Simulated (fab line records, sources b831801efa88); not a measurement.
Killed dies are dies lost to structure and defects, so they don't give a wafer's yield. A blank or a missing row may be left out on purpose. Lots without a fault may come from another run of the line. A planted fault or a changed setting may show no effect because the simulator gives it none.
fab line records | flow gf180mcu
record lots=14 wafers=42 last_day=34
route steps=602 shown V2@398 M3@412 V3@433
lots that met no fault: from a run of the same line without faults
start_h: hours from the record's first day to the start of the lot's first wafer shown | wait_h: hours since the lot's step before | " the same as in the row above | L1.1+2: a row that stands for several wafers | - no value, or no start given | * or withheld: withheld | < > ~ a bound
route shown NAME@n: a module of which the file shows steps, and the number in the route of the first | usual: mean/standard deviation of fault-free wafers | same: alike in all rows | chamber/n: place in a boat | sites: the reading at each site | _std_site: their standard deviation | _edge_site: outer sites' mean less inner sites' | radius_mm: how far each site lies from the wafer's centre | mask NAME#n: copy n | behind: the tool/chamber that last shaped the wafer | hold: why the lot was held/for how many hours/how that ended | device: the transistor (n, p or np) that didn't switch | end of line: the same wafers' tests at the end of the route | a step without rows: its recipe alone | killed: dies lost to structure and defects at the first sort, not the wafer's yield | map: a wafer's dies, x killed, . not, _ none there
set.NAME: the setting as run; set.NAME@STEP: as run at that earlier step | model.NAME: the simulator's own value behind a step, which no gauge read
steps of the route over a sample of lots; a table a step, a row a wafer
services: from which hour (start_h, from the record's first day; less than 0 if before it) a tool's chamber was out of use, for how many hours, and why
## steps
# step GF_V2_ETCH_16
# recipe chemistry=N2/H2 target_depth_a=withheld overetch_a=withheld time_s=withheld target=BARC ion_energy_ev=200 source_w=500 bias_w=100 pressure_mtorr=30 n2_flow_sccm=100 h2_flow_sccm=200
# usual drypump_motor_current_A=5.6/0.49 oes_product_au=0.854/0.0048 throttle_valve_pct=13.225/0.0095
# columns lot.wafer tool chamber start_h wait_h drypump_motor_current_A oes_product_au throttle_valve_pct
L804.3 rie_diel-03 3 457.16 0.0 4.8 0.854 13.225
L804.4 " 0 " " 5.9 0.851 13.211
L804.6 " 2 " " 5.8 0.846 13.211
L805.3 rie_diel-01 3 471.70 0.0 5.6 0.855 13.221
L805.4 " 2 " " 5.3 0.858 13.233
L805.6 " 0 " " 5.5 0.851 13.220
L806.1 rie_diel-01 2 477.16 0.0 5.3 0.863 13.218
L806.5 " 0 " " 5.5 0.853 13.250
L806.6 " 1 " " 6.2 0.858 13.224
L807.1 rie_diel-04 2 486.56 0.0 5.2 0.854 13.220
L807.3 " 0 " " 5.7 0.847 13.216
L807.4 " 1 " " 6.3 0.851 13.222
L808.1 rie_diel-03 2 499.70 0.0 5.8 0.862 13.229
L808.5 " 3 " " 4.7 0.862 13.214
L808.6 " 0 " " 5.9 0.853 13.217
L810.1 rie_diel-03 1 523.86 0.0 5.7 0.850 13.226
L810.4 " 2 " " 5.8 0.852 13.222
L810.5 " 3 " " 4.7 0.846 13.211
L811.3 rie_diel-01 1 530.65 0.0 6.3 0.856 13.237
L811.4 " 3 " " 5.6 0.860 13.213
L811.5 " 1 " " 6.2 0.855 13.219
L812.1 rie_diel-01 3 532.76 0.0 5.6 0.847 13.251
L812.2 " 2 " " 5.2 0.848 13.220
L812.4 " 0 " " 5.5 0.851 13.215
L813.2 rie_diel-03 2 544.40 0.0 5.8 0.850 13.242
L813.3 " 1 " " 5.8 0.867 13.218
L813.6 " 3 " " 4.7 0.858 13.235
L816.1 rie_diel-03 3 567.21 0.0 4.7 0.855 13.224
L816.3 " 1 " " 5.8 0.857 13.220
L816.5 " 3 " " 4.7 0.849 13.226
L821.2 rie_diel-03 2 605.95 0.0 5.8 0.855 13.233
L821.3 " 0 " " 5.9 0.848 13.221
L821.6 " 3 " " 4.8 0.852 13.232
L823.1 rie_diel-04 1 619.51 0.0 6.3 0.857 13.225
L823.4 " 3 " " 6.5 0.859 13.219
L823.6 " 2 " " 5.2 0.855 13.215
L824.1 rie_diel-03 0 623.25 0.0 5.9 0.851 13.237
L824.2 " 1 " " 5.8 0.849 13.235
L824.6 " 2 " " 5.8 0.864 13.230
L827.1 rie_diel-03 0 654.35 0.0 5.9 0.853 13.224
L827.3 " 3 " " 4.7 0.847 13.225
L827.5 " 3 " " 4.7 0.849 13.218
# step GF_M3_SPUTTER_03
# recipe material=Ti target_thk_nm=10 substrate_temp_c=300 chamber_pressure_pa=0.3 power_w=3000 time_s=6.7
# usual chamber_pressure_pa=0.2999/0.00057 throttle_valve_pct=30.0/1.2
# columns lot.wafer tool chamber start_h wait_h chamber_pressure_pa throttle_valve_pct
L804.3 pvd_sputter-03 - 458.68 0.0 0.2999 30.5
L804.4 " - " " 0.3003 30.2
L804.6 " - " " 0.2997 30.4
L805.3 pvd_sputter-03 - 473.22 0.0 0.2994 30.6
L805.4 " - " " 0.2997 29.5
L805.6 " - " " 0.2992 29.5
L806.1 pvd_sputter-04 - 478.67 0.0 0.3001 30.0
L806.5 " - " " 0.3005 29.1
L806.6 " - " " 0.3005 30.0
L807.1 pvd_sputter-02 - 488.42 0.0 0.2989 31.8
L807.3 " - " " 0.3006 31.2
L807.4 " - " " 0.2994 32.1
L808.1 pvd_sputter-02 - 501.22 0.0 0.2996 27.9
L808.5 " - " " 0.3005 31.7
L808.6 " - " " 0.2993 27.9
L810.1 pvd_sputter-03 - 525.50 0.0 0.3005 30.6
L810.4 " - " " 0.2997 29.0
L810.5 " - " " 0.2995 29.2
L811.3 pvd_sputter-04 - 532.17 0.0 0.2992 28.9
L811.4 " - " " 0.2997 30.0
L811.5 " - " " 0.2997 29.3
L812.1 pvd_sputter-02 - 534.30 0.0 0.3002 27.7
L812.2 " - " " 0.2995 31.2
L812.4 " - " " 0.2995 31.7
L813.2 pvd_sputter-02 - 546.01 0.0 0.2989 31.8
L813.3 " - " " 0.2999 31.2
L813.6 " - " " 0.2998 31.6
L816.1 pvd_sputter-02 - 568.72 0.0 0.2997 27.6
L816.3 " - " " 0.3001 32.0
L816.5 " - " " 0.2991 31.4
L821.2 pvd_sputter-03 - 607.47 0.0 0.2991 30.0
L821.3 " - " " 0.2993 28.6
L821.6 " - " " 0.3002 29.6
L823.1 pvd_sputter-02 - 621.92 0.0 0.3006 31.9
L823.4 " - " " 0.2999 31.1
L823.6 " - " " 0.3000 31.3
L824.1 pvd_sputter-04 - 624.77 0.0 0.3002 29.2
L824.2 " - " " 0.2989 30.3
L824.6 " - " " 0.3003 28.8
L827.1 pvd_sputter-03 - 655.86 0.0 0.2992 29.7
L827.3 " - " " 0.3002 30.5
L827.5 " - " " 0.2996 30.6
# step GF_V3_CMP_04
# recipe material=SiO2 down_force_psi=4 platen_rpm=60 pad_velocity_m_s=0.94248
# usual motor_current_A=12.1/0.88 time_to_endpoint_s=78/6.2
# columns lot.wafer tool chamber start_h wait_h motor_current_A time_to_endpoint_s
L804.3 cmp-01 2 483.44 0.0 12.0 78
L804.4 " 3 " " 11.4 81
L804.6 " 3 " " 11.8 79
L805.3 cmp-01 3 497.86 0.1 12.7 72
L805.4 " 1 " " 11.1 79
L805.6 " 0 " " 12.2 69
L806.1 cmp-01 3 503.92 0.2 11.5 73
L806.6 " 0 " " 12.2 72
L806.5 " 1 " " 10.4 80
L807.1 cmp-01 2 512.89 0.1 11.9 76
L807.3 " 3 " " 11.4 72
L807.4 " 0 " " 11.9 71
L808.1 cmp-01 1 525.69 0.3 11.2 82
L808.5 " 0 " " 11.8 73
L808.6 " 1 " " 11.2 72
L810.1 cmp-01 2 549.33 0.1 12.5 82
L810.4 " 3 " " 12.3 81
L810.5 " 1 " " 10.7 89
L811.3 cmp-01 2 555.11 0.0 13.2 88
L811.4 " 1 " " 10.3 80
L811.5 " 2 " " 12.2 86
L812.2 cmp-01 0 556.67 0.0 12.1 11
L812.1 " 1 " " 11.1 78
L812.4 " 2 " " 12.4 87
L813.3 cmp-02 0 568.72 0.1 12.7 80
L813.2 " 2 " " 11.8 66
L813.6 " 3 " " 13.2 71
L816.1 cmp-01 0 590.97 0.1 11.6 13
L816.3 " 2 " " 12.3 86
L816.5 " 0 " " 11.4 19
L821.2 cmp-02 3 628.62 0.0 13.2 70
L821.3 " 0 " " 12.9 79
L821.6 " 3 " " 12.9 75
L823.1 cmp-02 0 643.39 0.1 12.9 86
L823.4 " 1 " " 13.4 84
L823.6 " 0 " " 12.6 92
L824.1 cmp-02 1 645.71 0.1 13.5 77
L824.2 " 3 " " 13.4 78
L824.6 " 1 " " 13.6 80
L827.1 cmp-02 0 675.78 0.1 12.7 74
L827.3 " 1 " " 13.7 74
L827.5 " 0 " " 12.8 76
# step GF_V3_ETCH_17
# recipe chemistry=C4F8/O2/Ar mask_material=KrF target=SiO2 stop_on=TiN source_w=1500 bias_w=1200 pressure_mtorr=40 c4f8_flow_sccm=withheld O2_flow_sccm=6 Ar_flow_sccm=300 time_s=withheld target_depth_a=6350
# usual oes_product_au=0.856/0.0045
# columns lot.wafer tool chamber start_h wait_h oes_product_au
L804.3 rie_diel-02 0 - - 0.857
L804.4 " 2 " " 0.859
L804.6 " 3 " " 0.855
L805.3 rie_diel-03 3 - - 0.851
L805.4 " 0 " " 0.852
L805.6 " 1 " " 0.857
L806.1 rie_diel-01 1 - - 0.865
L806.5 " 2 " " 0.856
L806.6 " 3 " " 0.854
L807.1 rie_diel-01 1 - - 0.852
L807.3 " 3 " " 0.854
L807.4 " 0 " " 0.860
L808.1 rie_diel-02 0 - - 0.856
L808.5 " 1 " " 0.854
L808.6 " 0 " " 0.852
L810.1 rie_diel-02 3 - - 0.865
L810.4 " 2 " " 0.862
L810.5 " 1 " " 0.855
L811.3 rie_diel-02 3 - - 0.852
L811.4 " 1 " " 0.854
L811.5 " 2 " " 0.860
L812.1 rie_diel-01 0 - - 0.862
L812.2 " 2 " " 0.978
L812.4 " 2 " " 0.865
L813.2 rie_diel-03 3 - - 0.855
L813.3 " 2 " " 0.859
L813.6 " 2 " " 0.854
L816.1 rie_diel-01 2 - - 0.964
L816.3 " 1 " " 0.856
L816.5 " 2 " " 0.973
L821.2 rie_diel-03 2 - - 0.853
L821.3 " 1 " " 0.857
L821.6 " 0 " " 0.858
L823.1 rie_diel-01 2 - - 0.858
L823.4 " 2 " " 0.853
L823.6 " 1 " " 0.854
L824.1 rie_diel-03 3 - - 0.862
L824.2 " 1 " " 0.860
L824.6 " 0 " " 0.849
L827.1 rie_diel-02 0 - - 0.859
L827.3 " 1 " " 0.855
L827.5 " 2 " " 0.853
# step GF_V3_RS_MEAS_24
# recipe thk_meas_gauge=four-point-probe reads=W_of_V3_CVD_23+TiN_of_V3_SPUTTER_22+Ti_of_V3_SPUTTER_21
# usual V3_W_RS=0.327/0.0031
# columns lot.wafer tool chamber start_h wait_h V3_W_RS[ohm/sq]
L804.3 film_metro-01 - 508.21 0.1 0.324
L804.4 " - " " 0.322
L804.6 " - " " 0.325
L805.3 film_metro-04 - 522.90 0.1 0.327
L805.4 " - " " 0.326
L805.6 " - " " 0.329
L806.1 film_metro-02 - 528.71 0.1 0.327
L806.5 " - " " 0.325
L806.6 " - " " 0.327
L807.1 film_metro-01 - 537.00 0.1 0.326
L807.3 " - " " 0.329
L807.4 " - " " 0.328
L808.1 film_metro-02 - 549.81 0.1 0.325
L808.5 " - " " 0.328
L808.6 " - " " 0.323
L810.1 film_metro-04 - 572.93 0.1 0.327
L810.4 " - " " 0.322
L810.5 " - " " 0.326
L811.3 film_metro-04 - 578.27 0.1 0.330
L811.4 " - " " 0.331
L811.5 " - " " 0.331
L812.1 film_metro-01 - 579.36 0.1 0.330
L812.2 " - " " 0.327
L812.4 " - " " 0.328
L813.2 film_metro-04 - 591.54 0.1 0.329
L813.3 " - " " 0.330
L813.6 " - " " 0.329
L816.1 film_metro-04 - 612.71 0.1 0.330
L816.3 " - " " 0.329
L816.5 " - " " 0.331
L821.2 film_metro-01 - 650.33 0.1 0.325
L821.3 " - " " 0.323
L821.6 " - " " 0.322
L823.1 film_metro-04 - 664.84 0.1 0.324
L823.4 " - " " 0.324
L823.6 " - " " 0.322
L824.1 film_metro-04 - 666.54 0.1 0.324
L824.2 " - " " 0.321
L824.6 " - " " 0.324
L827.1 film_metro-02 - 696.52 0.1 0.330
L827.3 " - " " 0.329
L827.5 " - " " 0.327
## services
# columns tool chamber start_h hours kind
rie_diel-02 2 434.98 6.7 repair
cmp-01 - 443.97 1.8 repair
rie_diel-01 3 473.61 12.2 repair
rie_diel-03 2 474.01 5.0 repair
rie_diel-03 2 483.32 12.8 repair
rie_diel-03 1 484.26 6.0 repair
cmp-01 - 489.91 0.4 repair
rie_diel-01 3 510.87 4.7 repair
rie_diel-01 1 558.42 36.9 repair
cmp-01 - 576.19 0.4 repair
rie_diel-01 3 578.19 52.8 repair
rie_diel-01 2 578.69 8.7 repair
rie_diel-01 - 583.00 0.2 repair
cmp-01 - 600.94 1.0 repair
pvd_sputter-02 - 611.47 2.0 repair
rie_diel-03 - 612.76 4.3 pm
rie_diel-03 1 627.04 7.1 repair
rie_diel-01 3 632.51 14.3 repair
rie_diel-03 3 636.32 4.1 repair
rie_diel-01 2 636.62 2.0 repair
rie_diel-01 3 653.31 16.6 repair
pvd_sputter-02 - 664.30 22.7 repair
rie_diel-03 1 675.01 9.4 repair
rie_diel-03 3 693.97 2.4 repair
## key
first_sign step=GF_V3_CMP_04 reading=time_to_endpoint_s direction=down sigmas=10 usual=* struck=*
effect step=GF_V3_ETCH_17 reading=oes_product_au direction=up sigmas=26 usual=0.856 struck=0.972
met_at GF_V3_CMP_04
struck_lots L812,L816
struck_wafers L812.2,L816.1,L816.5
sort_left_out L812.2,L816.1,L816.5
not_acting_at GF_V2_ETCH_16,GF_M3_SPUTTER_03,GF_V3_RS_MEAS_24
onset_between 525.69 556.67
fault kind=process_parameter_drift tool=cmp-01 chamber=0 onset_h=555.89 steps=GF_V3_CMP_04 channel=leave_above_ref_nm offset=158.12 shape=step end_h=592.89 acts_in=these_recipes_only stated=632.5
# sort_left_out: the simulated sort isn't trusted on such a fault, so these wafers' sort isn't shown, and their yield isn't known
